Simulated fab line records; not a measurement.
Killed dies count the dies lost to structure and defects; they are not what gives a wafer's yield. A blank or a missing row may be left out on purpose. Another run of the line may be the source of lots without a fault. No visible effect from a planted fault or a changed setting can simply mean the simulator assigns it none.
The tool behind it: which one? :: flow sky130 :: 39 wafers from 13 lots sampled at 5 of the route's 708 steps

== WHAT THE GAUGES SHOWED, per wafer ==
SKY_NWELL_TW_MEAS_26. Usual: for NWELL_2_TW the level is 495 and the standard deviation is 3.7.
lot: L333
measured: day 5 10:31
on: film_metro-03
NWELL_2_TW: 490 486 488
flag: 

lot: L334
measured: day 5 16:13
on: film_metro-03
NWELL_2_TW: 488 485 486
flag: 

lot: L335
measured: day 5 23:22
on: film_metro-01
NWELL_2_TW: 495 496 496
flag: 

lot: L336
measured: day 6 07:23
on: film_metro-01
NWELL_2_TW: 496 500 498
flag: 

lot: L337
measured: day 6 10:34
on: film_metro-01
NWELL_2_TW: 497 496 497
flag: 

lot: L338
measured: day 6 16:43
on: film_metro-04
NWELL_2_TW: 499 498 500
flag: 

lot: L339
measured: day 6 21:08
on: film_metro-04
NWELL_2_TW: 496 493 495
flag: 

lot: L340
measured: day 7 04:23
on: film_metro-01
NWELL_2_TW: 500 495 499
flag: 

lot: L344
measured: day 8 02:22
on: film_metro-04
NWELL_2_TW: 493 492 493
flag: 

lot: L345
measured: day 8 08:11
on: film_metro-03
NWELL_2_TW: 491 491 491
flag: 

lot: L346
measured: day 8 14:20
on: film_metro-01
NWELL_2_TW: 498 497 497
flag: 

lot: L348
measured: day 9 03:22
on: film_metro-01
NWELL_2_TW: 498 498 496
flag: 

lot: L356
measured: day 11 00:46
on: film_metro-03
NWELL_2_TW: 497 493 495
flag: 

SKY_NWELL_RS_MEAS_31: a four-point-probe measurement. Usual: for PWDE_RS the level is 5276 ohm/sq and the standard deviation is 20.
lot: L333
measured: day 5 10:58
on: film_metro-03
PWDE_RS (ohm/sq): 5307 5308 5316
flag: 

lot: L334
measured: day 5 16:40
on: film_metro-04
PWDE_RS (ohm/sq): 5276 5272 5263
flag: 

lot: L335
measured: day 5 23:50
on: film_metro-01
PWDE_RS (ohm/sq): 5269 5278 5281
flag: 

lot: L336
measured: day 6 07:52
on: film_metro-04
PWDE_RS (ohm/sq): 5273 5310 5305
flag: 

lot: L337
measured: day 6 11:01
on: film_metro-01
PWDE_RS (ohm/sq): 5263 5265 5271
flag: 

lot: L338
measured: day 6 17:10
on: film_metro-01
PWDE_RS (ohm/sq): 5256 5266 5250
flag: 

lot: L339
measured: day 6 21:35
on: film_metro-04
PWDE_RS (ohm/sq): 5288 5299 5257
flag: 

lot: L340
measured: day 7 04:50
on: film_metro-03
PWDE_RS (ohm/sq): 5292 5296 5279
flag: 

lot: L344
measured: day 8 02:49
on: film_metro-01
PWDE_RS (ohm/sq): 5268 5262 5267
flag: 

lot: L345
measured: day 8 08:38
on: film_metro-03
PWDE_RS (ohm/sq): 5294 5293 5286
flag: 

lot: L346
measured: day 8 14:53
on: film_metro-03
PWDE_RS (ohm/sq): 5267 5276 5259
flag: 

lot: L348
measured: day 9 03:50
on: film_metro-03
PWDE_RS (ohm/sq): 5331 5331 5318
flag: 

lot: L356
measured: day 11 01:13
on: film_metro-04
PWDE_RS (ohm/sq): 5270 5290 5277
flag: 

SKY_VT_ADJUST_HVTP_TW_MEAS_11. Usual: for VT_ADJUST_HVTP_TW the level is 1349 and the standard deviation is 7.9.
lot: L333
measured: day 6 05:41
on: film_metro-04
VT_ADJUST_HVTP_TW: 1353 1364 1350
flag: 

lot: L334
measured: day 6 10:56
on: film_metro-02
VT_ADJUST_HVTP_TW: 1349 1347 1352
flag: 

lot: L335
measured: day 6 19:21
on: film_metro-04
VT_ADJUST_HVTP_TW: 1344 1350 1349
flag: 

lot: L336
measured: day 7 02:54
on: film_metro-04
VT_ADJUST_HVTP_TW: 1359 1355 1356
flag: 

lot: L337
measured: day 7 06:26
on: film_metro-03
VT_ADJUST_HVTP_TW: 1336 1334 1343
flag: 

lot: L338
measured: day 7 12:29
on: film_metro-04
VT_ADJUST_HVTP_TW: 1364 1364 1360
flag: 

lot: L339
measured: day 7 17:30
on: film_metro-04
VT_ADJUST_HVTP_TW: 1351 1356 1362
flag: 

lot: L340
measured: day 8 00:57
on: film_metro-02
VT_ADJUST_HVTP_TW: 1351 1349 1340
flag: 

lot: L344
measured: day 9 00:11
on: film_metro-04
VT_ADJUST_HVTP_TW: 1356 1359 1358
flag: 

lot: L345
measured: day 9 06:21
on: film_metro-04
VT_ADJUST_HVTP_TW: 1352 1358 1364
flag: 

lot: L346
measured: day 9 12:30
on: film_metro-03
VT_ADJUST_HVTP_TW: 1336 1345 1335
flag: 

lot: L348
measured: day 10 02:13
on: film_metro-02
VT_ADJUST_HVTP_TW: 1342 1351 1346
flag: 

lot: L356
measured: day 12 01:08
on: film_metro-03
VT_ADJUST_HVTP_TW: 1346 1342 1334
flag: 

SKY_VT_ADJUST_NCORE_TW_MEAS_11. Usual: for VT_ADJUST_NCORE_TW the level is 217.6 and the standard deviation is 1.6.
lot: L333
measured: day 8 18:22
on: film_metro-03
VT_ADJUST_NCORE_TW: 216.5 216.6 216.7
flag: 

lot: L334
measured: day 8 23:18
on: film_metro-03
VT_ADJUST_NCORE_TW: 216.0 216.0 216.9
flag: 

lot: L335
measured: day 9 07:19
on: film_metro-03
VT_ADJUST_NCORE_TW: 214.6 215.8 215.4
flag: 

lot: L336
measured: day 9 18:36
on: film_metro-01
VT_ADJUST_NCORE_TW: 219.5 220.0 219.2
flag: 

lot: L337
measured: day 10 03:28
on: film_metro-01
VT_ADJUST_NCORE_TW: 219.8 218.1 220.6
flag: 

lot: L338
measured: day 10 04:29
on: film_metro-02
VT_ADJUST_NCORE_TW: 217.5 217.6 218.1
flag: 

lot: L339
measured: day 10 09:27
on: film_metro-02
VT_ADJUST_NCORE_TW: 218.2 217.7 216.3
flag: 

lot: L340
measured: day 10 18:11
on: film_metro-02
VT_ADJUST_NCORE_TW: 217.3 216.3 217.2
flag: 

lot: L344
measured: day 11 19:25
on: film_metro-03
VT_ADJUST_NCORE_TW: 205.2 206.5 206.6 206.5 206.4 206.3
flag: OFF

lot: L345
measured: day 12 02:44
on: film_metro-02
VT_ADJUST_NCORE_TW: 217.4 216.5 215.9
flag: 

lot: L346
measured: day 12 09:44
on: film_metro-03
VT_ADJUST_NCORE_TW: 216.4 214.5 216.2
flag: 

lot: L348
measured: day 13 00:44
on: film_metro-03
VT_ADJUST_NCORE_TW: 205.9 204.7 206.2 204.6 205.7 205.3
flag: OFF

lot: L356
measured: day 15 02:17
on: film_metro-03
VT_ADJUST_NCORE_TW: 216.9 216.5 216.1
flag: 

== TOOL THAT RAN EACH LOT (tool first, then ch and the chambers of the sampled wafers, then the start) ==
lot: L333
SKY_VT_ADJUST_NCORE_IMPLANT_09: implanter-02 ch 0, day 8 18:07

lot: L334
SKY_VT_ADJUST_NCORE_IMPLANT_09: implanter-02 ch 0, day 8 23:04

lot: L335
SKY_VT_ADJUST_NCORE_IMPLANT_09: implanter-01 ch 0, day 9 07:05

lot: L336
SKY_VT_ADJUST_NCORE_IMPLANT_09: implanter-03 ch 0, day 9 18:23

lot: L337
SKY_VT_ADJUST_NCORE_IMPLANT_09: implanter-03 ch 0, day 10 03:13

lot: L338
SKY_VT_ADJUST_NCORE_IMPLANT_09: implanter-01 ch 0, day 10 04:14

lot: L339
SKY_VT_ADJUST_NCORE_IMPLANT_09: implanter-03 ch 0, day 10 09:13

lot: L340
SKY_VT_ADJUST_NCORE_IMPLANT_09: implanter-02 ch 0, day 10 17:56

lot: L344
SKY_VT_ADJUST_NCORE_IMPLANT_09: implanter-03 ch 0, day 11 19:10

lot: L345
SKY_VT_ADJUST_NCORE_IMPLANT_09: implanter-02 ch 0, day 12 02:30

lot: L346
SKY_VT_ADJUST_NCORE_IMPLANT_09: implanter-02 ch 0, day 12 09:29

lot: L348
SKY_VT_ADJUST_NCORE_IMPLANT_09: implanter-03 ch 0, day 13 00:31

lot: L356
SKY_VT_ADJUST_NCORE_IMPLANT_09: implanter-01 ch 0, day 15 02:02
- SKY_VT_ADJUST_NCORE_IMPLANT_09

== WHAT THE TOOLS THEMSELVES READ (means of the sampled wafers that have a number; where no wafer has one, the mark that the record gives instead) ==
SKY_VT_ADJUST_NCORE_IMPLANT_09. Usual: beam_energy_keV reads 10.000 (standard deviation 0.0036).
lot: L333
tool: implanter-02
beam_energy_keV: 10.005
flag: 

lot: L334
tool: implanter-02
beam_energy_keV: 9.995
flag: 

lot: L335
tool: implanter-01
beam_energy_keV: 10.000
flag: 

lot: L336
tool: implanter-03
beam_energy_keV: 10.004
flag: 

lot: L337
tool: implanter-03
beam_energy_keV: 9.998
flag: 

lot: L338
tool: implanter-01
beam_energy_keV: 9.999
flag: 

lot: L339
tool: implanter-03
beam_energy_keV: 10.002
flag: 

lot: L340
tool: implanter-02
beam_energy_keV: 9.999
flag: 

lot: L344
tool: implanter-03
beam_energy_keV: 7.979
flag: OFF

lot: L345
tool: implanter-02
beam_energy_keV: 9.999
flag: 

lot: L346
tool: implanter-02
beam_energy_keV: 9.995
flag: 

lot: L348
tool: implanter-03
beam_energy_keV: 7.975
flag: OFF

lot: L356
tool: implanter-01
beam_energy_keV: 10.003
flag: 

== THE ANSWER, worked out from the rows above alone ==
Rule: a lot counts as off when the mean over its wafers that have a number is more than 3 standard deviations away from the usual mean. Also off: a lot with no number at a reading for which 4 or more lots have one. Any other lot the step has rows for is counted as sound. After the gauges, taken in route order, come the tools' own readings; for these a lot's mean is taken, as printed above. The first step at which some lot is off is used, and at that step the reading that is off furthest; a lot without a number counts as furthest.
Off: at SKY_VT_ADJUST_NCORE_TW_MEAS_11 (VT_ADJUST_NCORE_TW), L344, L348.
A tool fits if, at a process step before that reading, it ran every lot that is off, and no sound lot after the first of them. Not tried: the gauges at SKY_VT_ADJUST_NCORE_TW_MEAS_11; whatever is off there is also off at SKY_VT_ADJUST_NCORE_IMPLANT_09, on other tools, and gauge error can't account for it. One candidate fits, namely implanter-03 at SKY_VT_ADJUST_NCORE_IMPLANT_09. Its last sound lot is L339 (day 10 09:13), its first lot that is off L344 (day 11 19:10): a fault that began between those two fits.
The tool's own readings at SKY_VT_ADJUST_NCORE_IMPLANT_09 bear it out: on the lots that are off they differ by more than 5 times the standard deviation of the sound lots' means. beam_energy_keV reads 7.977 there against 10.000 on the sound lots.

== WHAT THE SIMULATOR HAD INSERTED ==
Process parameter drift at SKY_VT_ADJUST_NCORE_IMPLANT_09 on implanter-03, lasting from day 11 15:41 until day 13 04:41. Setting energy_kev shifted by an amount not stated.
Lots struck among those shown: L344, L348. The same result came from the rule above.
